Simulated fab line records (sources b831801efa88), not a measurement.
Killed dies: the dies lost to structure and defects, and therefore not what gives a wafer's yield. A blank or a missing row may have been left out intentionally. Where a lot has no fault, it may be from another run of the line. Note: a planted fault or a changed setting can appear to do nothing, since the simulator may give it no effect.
Comparing a struck lot with a sound one	flow sky130	32 steps out of a route of 708
Sound: these wafers, L122.1, L122.3, L122.4. Struck: wafer L129.2 (left out: L129.1, L129.6 of the same lot, which were not struck); the cause appears at the end.
Order at every step that has rows: each side's tool, ch and its chambers, its first start. Under that, the readings that differ: sound wafers	struck wafers	difference of the means	sigmas: that difference in standard deviations of wafers without a fault.
alike: readings with means less than 2 such deviations apart, plus words and numbers identical on both sides. not compared: withheld readings, readings lacking a value on some wafer, bounds such as >300 that could conceal the same value, and numbers that have no deviation in the record and whose values overlap.
The two part at a step that has a row with sigmas, a row that says differs or no value, or rows on one side only. Non-overlapping numbers with no deviation appear without sigmas and do not part them. Lack of a reading on every wafer of one side parts them only where that side has two or more wafers.

SKY_CAP2M_THK_MEAS_01:
  sound: film metro-04 at day 42 05:19; struck: film metro-04 at day 43 19:19
  alike: CAP2M_CVD_00_THK
SKY_CAP2M_SPUTTER_02: material TiN, target thk 200 nm, time 166.7 s.
  sound: pvd sputter-03 at day 42 05:23; struck: pvd sputter-01 at day 43 19:23
  alike: throttle valve pct
SKY_CAP2M_RS_MEAS_03: the measuring method here is four-point-probe.
  sound: film metro-01 at day 42 05:29; struck: film metro-01 at day 43 19:35
  alike: CAP2M_TIN_RS
SKY_CAP2M_THK_MEAS_04: measures by xrf.
  sound: film metro-01 at day 42 05:37; struck: film metro-01 at day 43 19:42
  alike: CAP2M_TIN_THK
then, 7 steps without rows for these wafers: SKY_CAP2M_DEHYDRATE_05 (time 60 s); SKY_CAP2M_HMDS_06 (prime time 60 s); SKY_CAP2M_COAT_07 (resist thk 1140 nm); SKY_CAP2M_SOFTBAKE_08 (time 60 s); SKY_CAP2M_EXPOSE_09 (exposes mask CAP2M, target cd 1000 nm); SKY_CAP2M_PEB_10; SKY_CAP2M_DEVELOP_11 (develop time 60 s).
SKY_CAP2M_OVL_MEAS_12:
  sound: overlay-01 at day 43 04:44; struck: overlay-02 at day 44 17:29
  alike: CAP2M_OVL
SKY_CAP2M_METAL_ETCH_13: etches TiN in Cl2/BCl3, stops on SiO2, target depth 220 nm, time 62.9 s.
  sound on rie metal-04 ch 0,1, day 43 04:46; struck on rie metal-04 ch 1, day 44 17:32
reading	sound	struck	difference	sigmas
oes product au (a.u.)	0.938 0.953 0.933	0.917	-0.024	-2
run length s (s)	91.25 91.67 90.97	95.10	+3.80	+13
throttle valve pct (%)	21.900 21.904 21.901	21.925	+0.023	+2
model.NOVOLAK_of_CAP2M_COAT_07.thk nm (nm)	992.8 993.8 994.8	985.1	-8.7	
model.SiO2_of_CAP2M_CVD_00.thk nm (nm)	15.25 15.58 15.46	14.4	-1.0	
  alike: drypump motor current A
  not compared: rf hours counter h
SKY_CAP2M_STRIP_14: strips in O2/N2.
  sound on plasma asher-01 ch 0,1, day 43 04:51; struck on plasma asher-03 ch 1, day 44 17:36
  alike: drypump motor current A, oes product au, strip time to endpoint s
  not compared: rf hours counter h
then, 11 steps without rows for these wafers: SKY_CAP2M_STRIP_15 (strips in post etch residue remover, time 1200 s); SKY_CAP2M_CLEAN_16 (cleans in IPA, time 180 s); SKY_CAP2M_CLEAN_17 (cleans in O3/DIW); SKY_METAL4_DEHYDRATE_05 (time 60 s); SKY_METAL4_HMDS_06 (prime time 60 s); SKY_METAL4_COAT_07 (resist thk 60 nm); SKY_METAL4_COAT_08 (resist thk 1140 nm); SKY_METAL4_SOFTBAKE_09 (time 90 s); SKY_METAL4_EXPOSE_10 (exposes mask MM4, target cd 300 nm); SKY_METAL4_PEB_11; SKY_METAL4_DEVELOP_12 (develop time 60 s).
SKY_METAL4_CD_MEAS_13: the cd target is 300 nm.
  sound: cd sem-01 at day 44 03:35; struck: cd sem-01 at day 45 15:53
  alike: cd nm
SKY_METAL4_OVL_MEAS_14:
  sound: overlay-02 at day 44 03:42; struck: overlay-02 at day 45 16:00
  alike: METAL4_OVL
SKY_METAL4_DESCUM_15: chemistry O2, time 8 s.
  sound on rie metal-01 ch 1, day 44 03:44; struck on rie metal-04 ch 0, day 45 16:02
reading	sound	struck	difference	sigmas
drypump motor current A (A)	6.6 6.6 6.5	5.0	-1.6	-3
  alike: oes product au
  not compared: rf hours counter h
SKY_METAL4_ETCH_16: etches BARC in N2/H2, stops on SiO2, time 88.2 s, target depth 60 nm.
  sound on rie metal-01 ch 1, day 44 03:48; struck on rie metal-04 ch 0, day 45 16:04
reading	sound	struck	difference	sigmas
drypump motor current A (A)	6.6 6.6 6.6	5.0	-1.6	-3
oes product au (a.u.)	0.627 0.628 0.624	0.615	-0.011	-3
  alike: h2 flow sccm, run length s, throttle valve pct
  not compared: rf hours counter h
SKY_METAL4_ETCH_17: etches SiO2 in C4F8/O2/Ar, stops on TiN, time 3.9 s, target depth 15 nm.
  sound on rie diel-01 ch 0,2,3, day 44 04:00; struck on rie diel-01 ch 0, day 45 16:10
reading	sound	struck	difference	sigmas
oes product au (a.u.)	0.749 0.757 0.749	0.724	-0.028	-3
rf hours counter h (h)	19 20 25	26	+5	
model.etch.depth nm (nm)	15.25 15.58 15.46	14.4	-1.0	
SKY_METAL4_METAL_ETCH_18: etches the open film in Cl2/BCl3, stops on SiO2, target depth 845 nm, time 183.1 s.
  sound on rie metal-04 ch 0,1, day 44 04:01; struck on rie metal-03 ch 0, day 45 16:11
  alike: drypump motor current A, oes product au, run length s, throttle valve pct
  not compared: rf hours counter h
-- the record jumps here: 4 days lie between the struck wafers' starts before and after (it left off in module METAL4 and takes up again in module PAD_OPEN, whose first step shown is number 708 of the route) --
SKY_PAD_OPEN_PROBE_99:
  sound: prober-02 at day 47 22:46; struck: prober-01 at day 49 05:02
reading	sound	struck	difference	sigmas
killed at front end	12 6 9	20	+11	+3
  alike: defect limited yield, killed_at_M0_to_M3, killed_at_M4_up, killed at contacts, killed at other, killed dies, killed open, killed short, sort_bin_3_pad_short, sort_bin_5_function, sort_bin_6_memory, sort n pass, sort yield pct

WHERE THEY PART
Earliest at SKY_CAP2M_METAL_ETCH_13; latest, in this record, at SKY_PAD_OPEN_PROBE_99.

WHY: what had been put in by the simulator
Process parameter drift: rie metal-04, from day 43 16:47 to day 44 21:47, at SKY_CAP2M_METAL_ETCH_13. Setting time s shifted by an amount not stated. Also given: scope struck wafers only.
